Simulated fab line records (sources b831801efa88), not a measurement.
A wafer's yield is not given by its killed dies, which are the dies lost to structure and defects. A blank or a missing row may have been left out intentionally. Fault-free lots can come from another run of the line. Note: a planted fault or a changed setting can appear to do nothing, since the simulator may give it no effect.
fab line records	flow sky130
record: lots: 5	wafers: 15	last_day: 49
route steps=708 shown VIA2@509 METAL3@532 CAPM@537 PAD_OPEN@708
lots untouched by any fault: they come from a run of this same line in which no faults occurred
start_h: hours from the record's first day to the start of the lot's first wafer shown	wait_h: hours since the lot's step before	" repeats the value in the row above	L1.1+2: a row that stands for several wafers	- value missing, or start not given	* or withheld: withheld	< > ~ a bound
route shown NAME@n: a module of which the file shows steps, and the number in the route of the first	usual: average and standard deviation across the fault-free wafers	same: alike in all rows	chamber/n: place in a boat	sites: the reading at each site	_std_site: the values' standard deviation	_edge_site: mean of outer sites minus mean of inner sites	radius_mm: how far each site lies from the wafer's centre	mask NAME#n: copy n	behind: the most recent tool/chamber to have shaped the wafer	hold: why the lot went on hold/how many hours it stayed there/how the hold came to an end	device: the transistor (n, p or np) that didn't switch	end of line: tests of these same wafers at the route's end	step lacking rows: just its recipe	killed: count of dies lost to structure and defects at first sort (not the wafer's yield)	map: dies across one wafer; x = killed, . = not, _ = none there
set.NAME: setting as actually run; set.NAME@STEP: the setting as run at that earlier step	model.NAME: the simulator's own value behind a step, which no gauge read
lots seen at some steps along the route; tables by step, rows by wafer
services: when a tool's chamber went out of use (start_h, in hours from the record's first day, below 0 if earlier), for how many hours, and the reason
== steps ==
step: SKY_VIA2_CMP_02
recipe: material: SiO2	down_force_psi: 4	platen_rpm: 60	pad_velocity_m_s: 0.94248
step: SKY_VIA2_BOW_MEAS_03
recipe: mode: bow
usual: VIA2_BOW: 88/7.4
lot.wafer	tool	chamber	start_h	wait_h	VIA2_BOW[um]
L330.1	film_metro-01	-	822.68	0.2	93
L330.2	"	-	"	"	87
L330.3	"	-	"	"	98
L333.1	film_metro-02	-	849.02	0.2	94
L333.5	"	-	"	"	92
L333.6	"	-	"	"	94
L339.1	film_metro-01	-	904.71	0.1	89
L339.3	"	-	"	"	81
L339.4	"	-	"	"	86
L342.1	film_metro-02	-	926.43	0.1	89
L342.2	"	-	"	"	82
L342.5	"	-	"	"	78
L349.2	film_metro-03	-	966.14	0.1	97
L349.3	"	-	"	"	89
L349.5	"	-	"	"	81
step: SKY_VIA2_DEHYDRATE_04
recipe: temp_c: 200	time_s: 60
step: SKY_VIA2_HMDS_05
recipe: prime_time_s: 60	prime_temp_c: 120
step: SKY_VIA2_COAT_06
recipe: resist: BARC	temp_c: withheld	time_s: withheld	spin_rpm: 3000	resist_thk_nm: 58.82
step: SKY_VIA2_COAT_07
recipe: resist: KrF-thick	spin_rpm: 3000	resist_thk_nm: 450
step: SKY_VIA2_SOFTBAKE_08
recipe: temp_c: 100	time_s: 90	resist: KrF-thick
step: SKY_VIA2_EXPOSE_09
recipe: mask_id: VIM2	na: 0.8	source_shape: annular	sigma_inner: 0.55	sigma_outer: 0.85	target_cd_nm: 200	dose_mj: 38
step: SKY_VIA2_PEB_10
recipe: peb_temp_c: withheld	peb_time_s: withheld	resist: KrF-thick
step: SKY_VIA2_DEVELOP_11
recipe: develop_time_s: 60	resist: KrF-thick	dev_temp_c: 21
step: SKY_VIA2_CD_MEAS_12
recipe: target_cd_nm: 200
usual: cd_nm: 200.1/1.5
lot.wafer	tool	chamber	start_h	wait_h	cd_nm
L330.1	cd_sem-01	-	848.67	-	200.2
L330.2	"	-	"	"	199.9
L330.3	"	-	"	"	198.3
L333.1	cd_sem-02	-	875.27	-	200.1
L333.5	"	-	"	"	198.5
L333.6	"	-	"	"	199.2
L339.1	cd_sem-02	-	929.52	-	198.9
L339.3	"	-	"	"	199.1
L339.4	"	-	"	"	199.2
L342.1	cd_sem-01	-	950.16	-	202.8
L342.2	"	-	"	"	201.9
L342.5	"	-	"	"	201.6
L349.2	cd_sem-02	-	989.73	-	200.6
L349.3	"	-	"	"	202.2
L349.5	"	-	"	"	202.6
step: SKY_VIA2_OVL_MEAS_13
usual: VIA2_OVL: -1/5.4
lot.wafer	tool	chamber	start_h	wait_h	VIA2_OVL[nm]
L330.1	overlay-01	-	848.79	0.1	8
L330.2	"	-	"	"	-3
L330.3	"	-	"	"	4
L333.1	overlay-01	-	875.39	0.1	7
L333.5	"	-	"	"	10
L333.6	"	-	"	"	12
L339.1	overlay-01	-	929.64	0.1	-2
L339.3	"	-	"	"	-7
L339.4	"	-	"	"	-7
L342.1	overlay-01	-	950.28	0.1	3
L342.2	"	-	"	"	8
L342.5	"	-	"	"	-2
L349.2	overlay-02	-	989.84	0.1	-11
L349.3	"	-	"	"	-4
L349.5	"	-	"	"	-1
step: SKY_VIA2_ETCH_14
recipe: chemistry: N2/H2	target: BARC	ion_energy_ev: 200	source_w: 500	bias_w: 100	pressure_mtorr: 30	n2_flow_sccm: 100	h2_flow_sccm: 200	stop_on: SiO2	time_s: 45.9	target_depth_a: 600
usual: drypump_motor_current_A: 5.5/0.46	h2_flow_sccm: 199.9/0.59	oes_product_au: 0.845/0.0047	throttle_valve_pct: 13.223/0.0096
lot.wafer	tool	chamber	start_h	wait_h	drypump_motor_current_A	h2_flow_sccm	oes_product_au	rf_hours_counter_h	throttle_valve_pct
L330.1	rie_diel-03	0	848.83	0.0	5.0	199.5	0.855	2	13.209
L330.2	"	1	"	"	6.5	201.0	0.846	8	13.236
L330.3	"	3	"	"	5.9	199.0	0.851	5	13.231
L333.1	rie_diel-04	0	875.43	0.0	5.5	199.4	0.844	10	13.222
L333.5	"	0	"	"	5.5	200.3	0.837	-	13.214
L333.6	"	3	"	"	5.1	199.7	0.846	-	13.221
L339.1	rie_diel-03	1	929.68	0.0	6.5	200.5	0.838	11	13.215
L339.3	"	0	"	"	5.0	200.2	0.847	5	13.228
L339.4	"	2	"	"	5.4	199.7	0.845	-	13.229
L342.1	rie_diel-04	0	950.32	0.0	5.5	200.0	0.854	13	13.222
L342.2	"	3	"	"	5.1	200.1	0.852	8	13.226
L342.5	"	2	"	"	4.9	199.4	0.846	-	13.227
L349.2	rie_diel-03	2	989.87	0.0	5.4	199.4	0.842	13	13.223
L349.3	"	1	"	"	6.5	200.0	0.843	13	13.211
L349.5	"	1	"	"	6.5	200.3	0.837	-	13.236
step: SKY_VIA2_ETCH_15
recipe: target: SiO2	chemistry: C4F8/O2/Ar	target_depth_nm: 546	stop_on: TiN	mask_material: KrF-thick	source_w: 1500	bias_w: 1200	pressure_mtorr: 40	c4f8_flow_sccm: withheld	O2_flow_sccm: 6	Ar_flow_sccm: 300	time_s: 84
usual: oes_product_au: 0.940/0.0044
lot.wafer	tool	chamber	start_h	wait_h	oes_product_au	rf_hours_counter_h
L330.1	rie_diel-03	0	848.87	0.0	0.941	2
L330.2	"	1	"	"	0.940	8
L330.3	"	3	"	"	0.946	5
L333.1	rie_diel-04	0	875.47	0.0	0.945	10
L333.5	"	0	"	"	0.939	-
L333.6	"	3	"	"	0.937	-
L339.1	rie_diel-03	1	929.72	0.0	0.948	11
L339.3	"	0	"	"	0.940	5
L339.4	"	2	"	"	0.933	-
L342.1	rie_diel-04	0	950.36	0.0	0.942	13
L342.2	"	3	"	"	0.942	8
L342.5	"	2	"	"	0.934	-
L349.2	rie_diel-03	2	989.91	0.0	0.945	13
L349.3	"	1	"	"	0.942	13
L349.5	"	1	"	"	0.935	-
step: SKY_VIA2_STRIP_16
recipe: chemistry: O2/N2	power_w: 1400	pressure_mtorr: 1500	platen_temp_c: withheld	o2_flow_sccm: 3000	n2_flow_sccm: 300	overash_fraction: 0.5
step: SKY_VIA2_STRIP_17
recipe: chemistry: post_etch_residue_remover	time_s: 1200	temp_c: 72.5
step: SKY_VIA2_CLEAN_18
recipe: chemistry: IPA	time_s: 180	temp_c: 25
step: SKY_VIA2_CLEAN_19
recipe: chemistry: O3/DIW	dry: n2_spin
step: SKY_VIA2_SPUTTER_20
recipe: material: TiN	target_thk_nm: 20	chamber_pressure_pa: 5	power_w: 4000	time_s: 80
step: SKY_VIA2_CVD_21
recipe: material: W	target_thk_nm: 420	time_s: 126.4	temp_c: 397.6	pressure_torr: 40
usual: heater_power_w: 895/57
lot.wafer	tool	chamber	start_h	wait_h	heater_power_w
L330.1	cvd_w-02	1	849.61	0.0	822
L330.2	"	0	"	"	835
L330.3	"	0	"	"	825
L333.1	cvd_w-01	0	876.24	0.0	874
L333.5	"	0	"	"	875
L333.6	"	1	"	"	975
L339.1	cvd_w-01	0	930.44	0.0	895
L339.3	"	1	"	"	987
L339.4	"	0	"	"	894
L342.1	cvd_w-01	1	951.12	0.0	957
L342.2	"	0	"	"	906
L342.5	"	0	"	"	909
L349.2	cvd_w-01	1	990.63	0.0	981
L349.3	"	0	"	"	882
L349.5	"	1	"	"	973
step: SKY_VIA2_RS_MEAS_22
recipe: thk_meas_gauge: four-point-probe	reads: W_of_VIA2_CVD_21+TiN_of_VIA2_SPUTTER_20
usual: VIA2_W_RS: 0.2876/0.0026
lot.wafer	tool	chamber	start_h	wait_h	VIA2_W_RS[ohm/sq]
L330.1	film_metro-01	-	849.75	0.1	0.2883
L330.2	"	-	"	"	0.2892
L330.3	"	-	"	"	0.2895
L333.1	film_metro-03	-	876.37	0.1	0.2842
L333.5	"	-	"	"	0.2847
L333.6	"	-	"	"	0.2846
L339.1	film_metro-01	-	930.57	0.1	0.2882
L339.3	"	-	"	"	0.2882
L339.4	"	-	"	"	0.2893
L342.1	film_metro-01	-	951.25	0.1	0.2842
L342.2	"	-	"	"	0.2846
L342.5	"	-	"	"	0.2877
L349.2	film_metro-02	-	990.78	0.1	0.2804
L349.3	"	-	"	"	0.2842
L349.5	"	-	"	"	0.2798
step: SKY_VIA2_THK_MEAS_23
recipe: thk_meas_gauge: xrf	reads: W_of_VIA2_CVD_21
usual: VIA2_W_THK: 384/5.3
lot.wafer	tool	chamber	start_h	wait_h	VIA2_W_THK[nm]
L330.1	film_metro-01	-	849.87	0.1	386
L330.2	"	-	"	"	386
L330.3	"	-	"	"	382
L333.1	film_metro-03	-	876.49	0.1	391
L333.5	"	-	"	"	391
L333.6	"	-	"	"	390
L339.1	film_metro-01	-	930.69	0.1	378
L339.3	"	-	"	"	378
L339.4	"	-	"	"	378
L342.1	film_metro-01	-	951.37	0.1	387
L342.2	"	-	"	"	386
L342.5	"	-	"	"	384
L349.2	film_metro-02	-	990.89	0.1	386
L349.3	"	-	"	"	383
L349.5	"	-	"	"	388
step: SKY_VIA2_CMP_24
recipe: stop_on: SiO2	t_overpolish_s: 20	down_force_psi: 3.5	platen_rpm: 60	target_thk_nm: 0	pad_velocity_m_s: 0.94248
step: SKY_METAL3_SPUTTER_00
recipe: material: Ti	target_thk_nm: 15	power_w: 3000	time_s: 10	chamber_pressure_pa: 0.4
step: SKY_METAL3_SPUTTER_01
recipe: material: TiN	target_thk_nm: 20	power_w: 6500	time_s: 16.7	chamber_pressure_pa: 0.4
step: SKY_METAL3_SPUTTER_02
recipe: material: AlCu	target_thk_nm: 735	power_w: 10600	time_s: 39.1	chamber_pressure_pa: 0.4
step: SKY_METAL3_SPUTTER_03
recipe: material: Ti	target_thk_nm: 5	power_w: 3000	time_s: 3.3	chamber_pressure_pa: 0.4
step: SKY_METAL3_SPUTTER_04
recipe: material: TiN	target_thk_nm: 70	power_w: 6500	time_s: 58.3	chamber_pressure_pa: 0.4
usual: cathode_dc_power_W: 6500.0/1.2	throttle_valve_pct: 30.0/0.82
lot.wafer	tool	chamber	start_h	wait_h	cathode_dc_power_W	throttle_valve_pct
L330.1	pvd_sputter-02	-	850.33	0.0	6498.9	31.1
L330.2	"	-	"	"	6501.0	29.3
L330.3	"	-	"	"	6499.8	30.5
L333.1	pvd_sputter-01	-	877.34	0.0	6500.9	28.7
L333.5	"	-	"	"	6499.6	31.6
L333.6	"	-	"	"	6501.0	29.3
L339.1	pvd_sputter-04	-	931.20	0.0	6501.4	30.9
L339.3	"	-	"	"	6500.5	30.9
L339.4	"	-	"	"	6499.2	30.7
L342.1	pvd_sputter-02	-	951.83	0.0	6497.9	30.9
L342.2	"	-	"	"	6500.2	30.7
L342.5	"	-	"	"	6497.8	29.2
L349.2	pvd_sputter-01	-	991.35	0.0	6500.5	30.4
L349.3	"	-	"	"	6499.2	29.1
L349.5	"	-	"	"	6502.6	28.9
step: SKY_CAPM_CVD_00
recipe: material: SiO2	target_thk_nm: 15.5	temp_c: 400	time_s: withheld	rf_w: 450
usual: heater_power_w: 709/95
lot.wafer	tool	chamber	start_h	wait_h	heater_power_w
L330.1	pecvd-01	1	850.38	0.0	631
L330.2	"	2	"	"	702
L330.3	"	0	"	"	739
L333.1	pecvd-01	2	877.39	0.0	694
L333.5	"	2	"	"	702
L333.6	"	1	"	"	685
L339.1	pecvd-01	0	931.25	0.0	749
L339.3	"	1	"	"	620
L339.4	"	0	"	"	737
L342.1	pecvd-03	0	951.88	0.0	704
L342.2	"	1	"	"	878
L342.5	"	0	"	"	696
L349.2	pecvd-01	2	991.39	0.0	571
L349.3	"	0	"	"	721
L349.5	"	1	"	"	695
step: SKY_CAPM_THK_MEAS_01
recipe: reads: SiO2_of_CAPM_CVD_00
usual: CAPM_CVD_00_THK: 15.52/0.22
lot.wafer	tool	chamber	start_h	wait_h	CAPM_CVD_00_THK[nm]
L330.1	film_metro-04	-	850.40	-	15.63
L330.2	"	-	"	"	15.27
L330.3	"	-	"	"	15.49
L333.1	film_metro-02	-	877.41	-	15.56
L333.5	"	-	"	"	15.81
L333.6	"	-	"	"	16.13
L339.1	film_metro-04	-	931.27	-	15.75
L339.3	"	-	"	"	15.46
L339.4	"	-	"	"	15.97
L342.1	film_metro-04	-	951.91	-	15.47
L342.2	"	-	"	"	15.45
L342.5	"	-	"	"	15.72
L349.2	film_metro-01	-	991.43	-	15.61
L349.3	"	-	"	"	15.67
L349.5	"	-	"	"	15.81
step: SKY_CAPM_SPUTTER_02
recipe: material: TiN	target_thk_nm: 200	temp_c: 300	power_w: 6500	time_s: 166.7	chamber_pressure_pa: 0.4
usual: cathode_dc_power_W: 6500.0/1	throttle_valve_pct: 30.2/0.99
lot.wafer	tool	chamber	start_h	wait_h	cathode_dc_power_W	throttle_valve_pct
L330.1	pvd_sputter-01	-	850.46	0.1	6501.4	29.0
L330.2	"	-	"	"	6500.9	29.7
L330.3	"	-	"	"	6500.4	30.3
L333.1	pvd_sputter-02	-	877.47	0.1	6499.6	28.9
L333.5	"	-	"	"	6499.5	29.2
L333.6	"	-	"	"	6500.5	30.9
L339.1	pvd_sputter-02	-	931.33	0.1	6502.4	29.2
L339.3	"	-	"	"	6498.7	30.8
L339.4	"	-	"	"	6500.7	30.9
L342.1	pvd_sputter-03	-	951.97	0.1	6501.2	29.9
L342.2	"	-	"	"	6499.7	32.2
L342.5	"	-	"	"	6498.4	30.7
L349.2	pvd_sputter-03	-	991.48	0.0	6500.8	28.8
L349.3	"	-	"	"	6499.4	30.8
L349.5	"	-	"	"	6500.6	30.6
step: SKY_CAPM_RS_MEAS_03
recipe: thk_meas_gauge: four-point-probe	reads: TiN_of_CAPM_SPUTTER_02
usual: CAPM_TIN_RS: 6.94/0.074
lot.wafer	tool	chamber	start_h	wait_h	CAPM_TIN_RS[ohm/sq]
L330.1	film_metro-02	-	850.57	0.1	6.96
L330.2	"	-	"	"	7.00
L330.3	"	-	"	"	6.99
L333.1	film_metro-01	-	877.58	0.1	6.94
L333.5	"	-	"	"	6.95
L333.6	"	-	"	"	6.99
L339.1	film_metro-01	-	931.44	0.1	6.98
L339.3	"	-	"	"	6.93
L339.4	"	-	"	"	6.94
L342.1	film_metro-02	-	952.07	0.1	6.95
L342.2	"	-	"	"	6.88
L342.5	"	-	"	"	6.91
L349.2	film_metro-04	-	991.61	0.1	6.87
L349.3	"	-	"	"	6.81
L349.5	"	-	"	"	6.85
step: SKY_CAPM_THK_MEAS_04
recipe: thk_meas_gauge: xrf	reads: TiN_of_CAPM_SPUTTER_02
usual: CAPM_TIN_THK: 196.3/2.7
lot.wafer	tool	chamber	start_h	wait_h	CAPM_TIN_THK[nm]
L330.1	film_metro-02	-	850.69	0.1	193.7
L330.2	"	-	"	"	191.7
L330.3	"	-	"	"	193.0
L333.1	film_metro-01	-	877.70	0.1	195.9
L333.5	"	-	"	"	196.9
L333.6	"	-	"	"	195.1
L339.1	film_metro-01	-	931.56	0.1	195.8
L339.3	"	-	"	"	196.7
L339.4	"	-	"	"	197.0
L342.1	film_metro-02	-	952.19	0.1	193.9
L342.2	"	-	"	"	196.5
L342.5	"	-	"	"	196.4
L349.2	film_metro-04	-	991.72	0.1	200.1
L349.3	"	-	"	"	201.9
L349.5	"	-	"	"	200.9
step: SKY_CAPM_DEHYDRATE_05
recipe: temp_c: 200	time_s: 60
step: SKY_CAPM_HMDS_06
recipe: prime_time_s: 60	prime_temp_c: 120
step: SKY_CAPM_COAT_07
recipe: resist: NOVOLAK	spin_rpm: 3000	resist_thk_nm: 1140
step: SKY_CAPM_SOFTBAKE_08
recipe: temp_c: 90	time_s: 60	resist: NOVOLAK
step: SKY_CAPM_EXPOSE_09
recipe: mask_id: CAPM	na: 0.6	source_shape: conventional	sigma_outer: 0.6	polarization: unpolarized	target_cd_nm: 1000	dose_mj: 159
step: SKY_CAPM_PEB_10
recipe: temp_c: withheld	time_s: *	resist: NOVOLAK
step: SKY_CAPM_DEVELOP_11
recipe: resist: NOVOLAK	developer: TMAH	develop_time_s: 60	dev_temp_c: 23
step: SKY_CAPM_OVL_MEAS_12
usual: CAPM_OVL: -0.4/1.3
lot.wafer	tool	chamber	start_h	wait_h	CAPM_OVL[nm]
L330.1	overlay-02	-	875.99	0.1	1.1
L330.2	"	-	"	"	1.1
L330.3	"	-	"	"	1.0
L333.1	overlay-01	-	902.91	0.1	-0.6
L333.5	"	-	"	"	-0.2
L333.6	"	-	"	"	-1.0
L339.1	overlay-01	-	955.94	0.1	-0.2
L339.3	"	-	"	"	-0.5
L339.4	"	-	"	"	-0.6
L342.1	overlay-01	-	975.63	0.1	1.7
L342.2	"	-	"	"	3.4
L342.5	"	-	"	"	-0.2
L349.2	overlay-02	-	1014.43	0.1	-1.2
L349.3	"	-	"	"	-1.1
L349.5	"	-	"	"	-1.0
step: SKY_CAPM_METAL_ETCH_13
recipe: target_depth_nm: 220	stop_on: SiO2	chemistry: Cl2/BCl3	target: TiN	pressure_mtorr: 10	icp_w: 900	bias_w: 47.32	Cl2_flow_sccm: 60	bcl3_flow_sccm: 30	time_s: 62.9
step: SKY_PAD_OPEN_PROBE_99
usual: defect_limited_yield: 82.6/2.1	killed_at_M0_to_M3: 44/7.5	killed_at_M4_up: 3.1/1.7	killed_at_contacts: 24/6.2	killed_at_front_end: 15/4.2	killed_at_other: 0.4/0.58	killed_dies: 85/10	killed_open: 47/7.7	killed_short: 38/6.4	sort_bin_3_pad_short: 0.8/0.41	sort_bin_5_function: 10.3/1.7	sort_bin_6_memory: 6.2/1.1	sort_n_pass: 407/10	sort_yield_pct: 82.6/2.1
same: gross_dies: 492	killed_at_back_side: 0	sort_bin_4_leakage[%]: 0	sort_bin_8_speed[%]: 0
lot.wafer	tool	chamber	start_h	wait_h	defect_limited_yield[%]	killed_at_M0_to_M3	killed_at_M4_up	killed_at_contacts	killed_at_front_end	killed_at_other	killed_dies	killed_open	killed_short	sort_bin_3_pad_short[%]	sort_bin_5_function[%]	sort_bin_6_memory[%]	sort_n_pass	sort_yield_pct[%]	model.etest.tester.sort_n_pass	model.etest.tester.sort_yield_pct	model.etest.tester.sort_bin_5_pct	model.etest.tester.sort_bin_3_pct
L330.1	prober-02	-	1073.46	0.1	81.3	42	1	32	17	0	92	59	32	0.4	11.6	6.7	400	81.3	400	81.3	11.59	0.4065
L330.2	prober-02	-	1073.51	0.1	83.1	47	0	26	9	1	83	45	38	1.4	9.6	5.9	409	83.1	409	83.13	9.553	1.423
L330.3	prober-02	-	1073.56	0.2	83.5	44	3	21	13	0	81	41	40	1.4	10.0	5.1	411	83.5	411	83.54	9.959	1.423
L339.1	prober-02	-	1139.51	0.1	80.5	50	4	24	18	0	96	47	48	1.0	13.4	5.1	396	80.5	396	80.49	13.41	1.016
L339.3	prober-02	-	1139.61	0.2	81.1	48	5	27	11	2	93	48	43	2.0	12.2	4.7	399	81.1	399	81.1	12.2	2.033
L339.4	prober-02	-	1139.66	0.2	84.1	44	1	19	13	1	78	48	29	1.2	9.1	5.5	414	84.1	414	84.15	9.146	1.22
L342.1	prober-02	-	1154.13	0.1	81.9	46	3	31	8	1	89	48	41	0.6	10.8	6.7	403	81.9	403	81.91	10.77	0.6098
L342.2	prober-02	-	1154.18	0.1	73.2	85	6	33	8	0	132	49	45	3.5	15.7	7.7	360	73.2	360	73.17	15.65	3.455
L342.5	prober-02	-	1154.33	0.2	81.7	37	6	35	12	0	90	61	29	0.6	12.4	5.3	402	81.7	402	81.71	12.4	0.6098
L349.2	prober-01	-	1183.34	0.1	83.9	42	2	23	12	0	79	44	35	0.8	10.0	5.3	413	83.9	413	83.94	9.959	0.813
L349.3	prober-01	-	1183.39	0.2	83.1	48	3	20	12	0	83	42	41	0.8	10.4	5.7	409	83.1	409	83.13	10.37	0.813
L349.5	prober-01	-	1183.49	0.2	84.6	47	4	15	10	0	76	42	34	0.2	10.2	5.1	416	84.6	416	84.55	10.16	0.2033
killed by level:class
L330.1 VIA1:geometric_particle:open=17 CONTACT:geometric_particle:open=12 CONTACT:geometric_particle:short=10 VIA3:geometric_particle:open=7 POLY_GATE:geometric_particle:open=5 LI_CONTACT:geometric_particle:open=5 POLY_GATE:geometric_particle:short=4 LOCAL_INTERCONNECT:geometric_particle:short=4
L330.2 VIA1:geometric_particle:open=10 CONTACT:geometric_particle:short=8 METAL2:geometric_particle:short=7 METAL1:geometric_particle:short=7 CONTACT:geometric_particle:open=6 VIA2:geometric_particle:open=6 VIA3:geometric_particle:open=6 LOCAL_INTERCONNECT:geometric_particle:open=5
L330.3 METAL2:geometric_particle:short=8 VIA1:geometric_particle:open=7 VIA2:geometric_particle:open=7 CONTACT:geometric_particle:short=6 VIA3:geometric_particle:open=6 LI_CONTACT:geometric_particle:open=5 METAL1:geometric_particle:short=5 LOCAL_INTERCONNECT:geometric_particle:short=5
L339.1 VIA3:geometric_particle:open=11 METAL2:geometric_particle:short=9 VIA2:geometric_particle:open=8 POLY_GATE:geometric_particle:short=7 CONTACT:geometric_particle:short=7 VIA1:geometric_particle:open=7 LOCAL_INTERCONNECT:geometric_particle:short=6 CONTACT:geometric_particle:open=6
L339.3 VIA1:geometric_particle:open=12 CONTACT:geometric_particle:open=8 LI_CONTACT:geometric_particle:open=8 LOCAL_INTERCONNECT:geometric_particle:short=7 METAL1:geometric_particle:short=6 METAL2:geometric_particle:short=6 VIA1:geometric_particle:short=5 VIA2:geometric_particle:open=5
L339.4 VIA1:geometric_particle:open=13 VIA3:geometric_particle:open=10 LI_CONTACT:geometric_particle:open=8 VIA1:geometric_particle:short=7 VIA2:geometric_particle:open=6 POLY_GATE:geometric_particle:open=4 CONTACT:geometric_particle:open=4 METAL3:geometric_particle:short=4
L342.1 VIA1:geometric_particle:open=11 CONTACT:geometric_particle:open=10 METAL2:geometric_particle:short=10 VIA2:geometric_particle:open=8 LI_CONTACT:geometric_particle:open=7 FIELD_ISO:geometric_particle:short=6 LI_CONTACT:geometric_particle:short=5 CONTACT:geometric_particle:short=5
L342.2 VIA2:unspecified=38 CONTACT:geometric_particle:open=14 VIA1:geometric_particle:open=14 LI_CONTACT:geometric_particle:open=9 METAL2:geometric_particle:short=9 VIA1:geometric_particle:short=6 CONTACT:geometric_particle:short=5 VIA2:geometric_particle:open=4
L342.5 CONTACT:geometric_particle:open=15 VIA1:geometric_particle:open=11 VIA2:geometric_particle:open=8 LI_CONTACT:geometric_particle:open=6 VIA3:geometric_particle:open=6 POLY_GATE:geometric_particle:open=5 LOCAL_INTERCONNECT:geometric_particle:short=5 VIA1:geometric_particle:short=5
L349.2 VIA1:geometric_particle:open=9 VIA2:geometric_particle:open=8 CONTACT:geometric_particle:open=7 FIELD_ISO:geometric_particle:open=6 LI_CONTACT:geometric_particle:open=5 LOCAL_INTERCONNECT:geometric_particle:short=5 METAL1:geometric_particle:short=5 METAL2:geometric_particle:short=5
L349.3 VIA1:geometric_particle:open=14 LOCAL_INTERCONNECT:geometric_particle:short=8 METAL1:geometric_particle:short=8 CONTACT:geometric_particle:open=7 VIA1:geometric_particle:short=6 FIELD_ISO:geometric_particle:open=5 VIA2:geometric_particle:open=5 VIA3:geometric_particle:short=5
L349.5 VIA1:geometric_particle:open=15 METAL2:geometric_particle:short=6 VIA1:geometric_particle:short=5 CONTACT:geometric_particle:open=4 LI_CONTACT:geometric_particle:open=4 METAL1:geometric_particle:short=4 VIA2:geometric_particle:open=4 SPACER:geometric_particle:open=3
map L342.2 (x killed, . not)
__________.x........_________
________.........x..x._______
______x.........x......._____
_____.x....x.x..x..x....x____
____..x.....x.........xx..___
___.x.xx.....x...x...x.....__
__.......x...xxx.xxx....x..._
_..x.x..xxxx.....x..x.......x
_.x........xx.....xx....xx..x
_.......x..........x.x.......
_.xxxxx.....x.....x..........
_..x.............x.....x.....
_...x...xx.x....x............
_x......x.............x......
_..xx.xx....x.......xx.......
__..xx...........x........x._
___.....x.....x....x......x__
____..xx..x.x..xxxxxxxxx..___
_____.x......xxxxxxx.....____
______.x....xxxxxxxxx..._____
________...xxxxxxxxxxx_______
__________.x.xxxxxxx_________
map L333.6 (x killed, . not)
__________........x._________
________x...x..x....x._______
______x....x............_____
_____..x...x....x........____
____....x..x.......xx...x.___
___x.....xx....x..x..x.x...__
__.xx......xx..xx..........x_
_x........x..x....x....x...x.
_..x.xx..x............xx.x...
_...........x.........x......
_.........x.x..xx.......x...x
_xx.x....x...x.......x..x..x.
_....xx......x...........x..x
_.....x...x...xx.x..........x
_..xx...x...x..x..x...x.x....
__..x.....xxx......x...x..x._
___xx..x....x..........xxx.__
____....xx.x.........x.x.x___
_____x...xx......x...x..x____
______.....x.x...x......_____
________..x.x........._______
__________.......x.._________
== services ==
tool	chamber	start_h	hours	kind
rie_diel-03	2	825.67	1.5	repair
pecvd-01	1	828.88	2.1	scheduled_down
rie_diel-03	2	833.87	6.1	repair
pvd_sputter-01	-	838.35	1.6	repair
pecvd-01	0	852.71	16.5	scheduled_down
pecvd-03	0	872.68	7.7	repair
rie_diel-03	3	889.37	6.5	repair
rie_diel-03	2	890.26	10.1	repair
pecvd-03	-	896.89	2.8	pm
rie_diel-03	3	901.58	127.3	repair
cvd_w-02	-	904.00	14.0	pm
pvd_sputter-03	-	904.85	24.6	repair
pvd_sputter-02	3	923.43	-	consumable_replace:kit
pvd_sputter-02	3	923.43	18.0	scheduled_down
pvd_sputter-02	3	923.43	18.0	vent_cycle
pecvd-03	-	927.35	1.8	repair
cvd_w-02	-	933.00	2.8	pm
pvd_sputter-04	-	937.41	8.7	repair
pvd_sputter-04	-	964.66	21.3	repair
pvd_sputter-02	-	965.46	5.1	repair
rie_diel-03	-	967.18	2.8	pm
rie_diel-03	1	979.05	9.2	repair
pecvd-01	-	981.27	2.8	pm
rie_diel-04	3	982.54	6.4	repair
== key ==
first_sign: step: SKY_PAD_OPEN_PROBE_99	reading: sort_bin_3_pad_short	direction: up	sigmas: 6.4	usual: 0.8	struck: 3.5
effect: step: SKY_PAD_OPEN_PROBE_99	reading: killed_at_M0_to_M3	direction: up	sigmas: 5.6	usual: 44	struck: 85
model_effect: step: SKY_PAD_OPEN_PROBE_99	value: etest.tester.sort_n_pass	without: 391	struck: 360
met_at SKY_VIA2_ETCH_14
struck_wafers L342.2
onset_between 875.43 950.32
fault: kind: chamber_particle_source	tool: rie_diel-04	chamber: 3	onset_h: 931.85	steps: SKY_VIA2_ETCH_14	rate_per_visit_cm2: 1.7797	end_h: 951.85
